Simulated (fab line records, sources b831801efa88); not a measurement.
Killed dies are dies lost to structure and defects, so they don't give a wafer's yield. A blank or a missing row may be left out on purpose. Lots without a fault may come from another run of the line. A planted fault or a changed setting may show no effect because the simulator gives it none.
A struck lot beside a sound one | flow sfq_line | 28 steps out of a route of 325
Sound: wafers L985.1, L985.4, L985.6. Struck: wafers L978.2, L978.5. (L978.3 of the same lot was not struck and is left out.) The cause comes at the end.
At each step with rows: each side's tool, then ch and its chambers, then its first start. Under that, the readings that differ: sound wafers | struck wafers | difference of the means | sigmas: that difference in standard deviations of wafers without a fault.
alike: readings whose means differ by less than 2 such deviations, and words and numbers that are the same on both sides. not compared: withheld readings, readings that some wafer has no value for, bounds like >300 that may hide the same value, and numbers for which the record gives no deviation and whose values overlap.
The two part at a step that has a row with sigmas, a row that says differs or no value, or rows on one side only. Numbers that don't overlap but have no deviation are shown without sigmas and don't part them. A reading that every wafer of one side lacks parts them only if that side has two wafers or more.

first, 6 steps without rows for these wafers: SFQ_TRILAYER_M2_LITHO_COAT_062 (resist thk 62 nm); SFQ_TRILAYER_M2_LITHO_COAT_057 (resist thk 600 nm); SFQ_TRILAYER_M2_LITHO_SOFTBAKE_061; SFQ_TRILAYER_M2_LITHO_EXPOSE_058 (exposes mask M2, target cd 500 nm); SFQ_TRILAYER_M2_LITHO_PEB_060 (peb time 60 s); SFQ_TRILAYER_M2_LITHO_DEVELOP_059 (time 60 s).
SFQ_M2_OVL_MEAS_916:
  sound on overlay-01, day 44 19:37; struck on overlay-01, day 42 13:29
  alike: M2_OVL
SFQ_TRILAYER_M2_BARC_OPEN_METAL_ETCH_077: etches BARC in O2, target depth 125 nm, time 41.7 s.
  sound on rie_metal-04 ch 0,1, day 44 19:38; struck on rie_metal-01 ch 0,1, day 42 13:31
  reading                     | sound          | struck    | difference | sigmas
  drypump_motor_current_A (A) | 5.17 5.32 5.35 | 5.72 5.84 | +0.50      | +2
  alike: oes_product_au
  not compared: rf_hours_counter_h
SFQ_TRILAYER_M2_ETCH_METAL_ETCH_060: etches Nb in Cl2/Ar, stops on SiO2, target depth 240 nm, time 120 s.
  sound on rie_metal-04 ch 0,1, day 44 19:42; struck on rie_metal-01 ch 0,1, day 42 13:35
  reading                     | sound          | struck    | difference | sigmas
  drypump_motor_current_A (A) | 5.17 5.37 5.36 | 5.74 5.82 | +0.48      | +2
  alike: oes_product_au
  not compared: rf_hours_counter_h
SFQ_TRILAYER_M2_STRIP_STRIP_061: strips in O2.
  sound on rie_metal-04 ch 0,1, day 44 19:50; struck on rie_metal-01 ch 0,1, day 42 13:42
  reading                     | sound          | struck    | difference | sigmas
  drypump_motor_current_A (A) | 5.16 5.31 5.32 | 5.69 5.83 | +0.50      | +2
  alike: oes_product_au
  not compared: rf_hours_counter_h
then, 1 step without rows for these wafers: SFQ_TRILAYER_M2_STRIP_SOLV_CLEAN_062 (cleans in NMP, time 600 s).
SFQ_TRILAYER_I2_DEP_PECVD_063: deposits SiO2 from SiH4/N2O, time 111.11 s, target thk 500 nm.
  sound on pecvd-04 ch 0,1, day 44 20:36; struck on pecvd-02 ch 2, day 42 14:29
  alike: chamber_pressure_Torr, heater_power_w, throttle_valve_pct
SFQ_TRILAYER_I2_CMP_CMP_064: polishes SiO2.
  sound on cmp-01 ch 0,1, day 44 20:41; struck on cmp-02 ch 0, day 42 15:04
  reading                                             | sound             | struck      | difference | sigmas
  motor_current_A (A)                                 | 9.4 11.3 8.9      | 11.5 11.2   | +1.5       | +2
  model.SiO2_of_TRILAYER_I2_DEP_PECVD_063.thk_nm (nm) | 200.6 201.5 200.6 | 219.9 218.9 | +18.5      |
  alike: platen_rpm, time_to_endpoint_s
SFQ_I2_BOW_MEAS_917:
  sound on film_metro-01, day 44 23:41; struck on film_metro-04, day 42 17:35
  alike: I2_BOW
SFQ_TRILAYER_I2_METRO_MEASURE_065:
  sound on film_metro-01, day 44 23:48; struck on film_metro-04, day 42 17:53
  reading     | sound             | struck      | difference | sigmas
  thk_nm (nm) | 200.5 201.4 200.5 | 220.0 219.0 | +18.7      | +21
then, 6 steps without rows for these wafers: SFQ_TRILAYER_I2_VIA_LITHO_COAT_072 (resist thk 62 nm); SFQ_TRILAYER_I2_VIA_LITHO_COAT_067 (resist thk 650 nm); SFQ_TRILAYER_I2_VIA_LITHO_SOFTBAKE_071; SFQ_TRILAYER_I2_VIA_LITHO_EXPOSE_068 (exposes mask I2, target cd 500 nm); SFQ_TRILAYER_I2_VIA_LITHO_PEB_070 (peb time 60 s); SFQ_TRILAYER_I2_VIA_LITHO_DEVELOP_069 (time 60 s).
SFQ_I2_OVL_MEAS_918:
  sound on overlay-01, day 45 03:15; struck on overlay-01, day 42 21:08
  alike: I2_OVL
SFQ_TRILAYER_I2_VIA_BARC_OPEN_VIA_ETCH_096: etches BARC in O2, target depth 125 nm, time 41.7 s.
  sound on rie_diel-01 ch 1,2,3, day 45 03:17; struck on rie_diel-01 ch 0,3, day 42 21:10
  alike: drypump_motor_current_A, oes_product_au
  not compared: rf_hours_counter_h
SFQ_TRILAYER_I2_VIA_ETCH_VIA_ETCH_070: etches SiO2 in CHF3, stops on Nb, target depth 260 nm.
  sound on rie_diel-01 ch 1,2,3, day 45 03:20; struck on rie_diel-01 ch 0,3, day 42 21:12
  reading                        | sound             | struck      | difference | sigmas
  oes_product_au (a.u.)          | 0.857 0.859 0.860 | 0.896 0.897 | +0.038     | +8
  model.I2.feature_depth_nm (nm) | 200.6 201.5 200.6 | 219.9 218.9 | +18.5      |
  model.etch.depth_nm (nm)       | 200.6 201.5 200.6 | 219.9 218.9 | +18.5      |
  alike: drypump_motor_current_A
then, 2 steps without rows for these wafers: SFQ_TRILAYER_I2_VIA_STRIP_STRIP_071 (strips in O2); SFQ_TRILAYER_I2_VIA_STRIP_SOLV_CLEAN_072 (cleans in NMP, time 600 s).
SFQ_TRILAYER_M3_DEP_PRE_CLEAN_074: time 22.5 s.
  sound on pvd_sputter-04, day 45 04:13; struck on pvd_sputter-04, day 42 22:05
  reading                                             | sound           | struck      | difference | sigmas
  model.SiO2_of_TRILAYER_I2_DEP_PECVD_063.thk_nm (nm) | 193.1 194 193.1 | 212.4 211.4 | +18.5      |
then, 1 step without rows for these wafers: SFQ_TRILAYER_M3_DEP_SPUTTER_073 (material Nb, target thk 200 nm, time 133.3 s).

WHERE THEY PART
First at SFQ_TRILAYER_M2_BARC_OPEN_METAL_ETCH_077; last, within this record, at SFQ_TRILAYER_I2_VIA_ETCH_VIA_ETCH_070.

WHY: what the simulator had put in
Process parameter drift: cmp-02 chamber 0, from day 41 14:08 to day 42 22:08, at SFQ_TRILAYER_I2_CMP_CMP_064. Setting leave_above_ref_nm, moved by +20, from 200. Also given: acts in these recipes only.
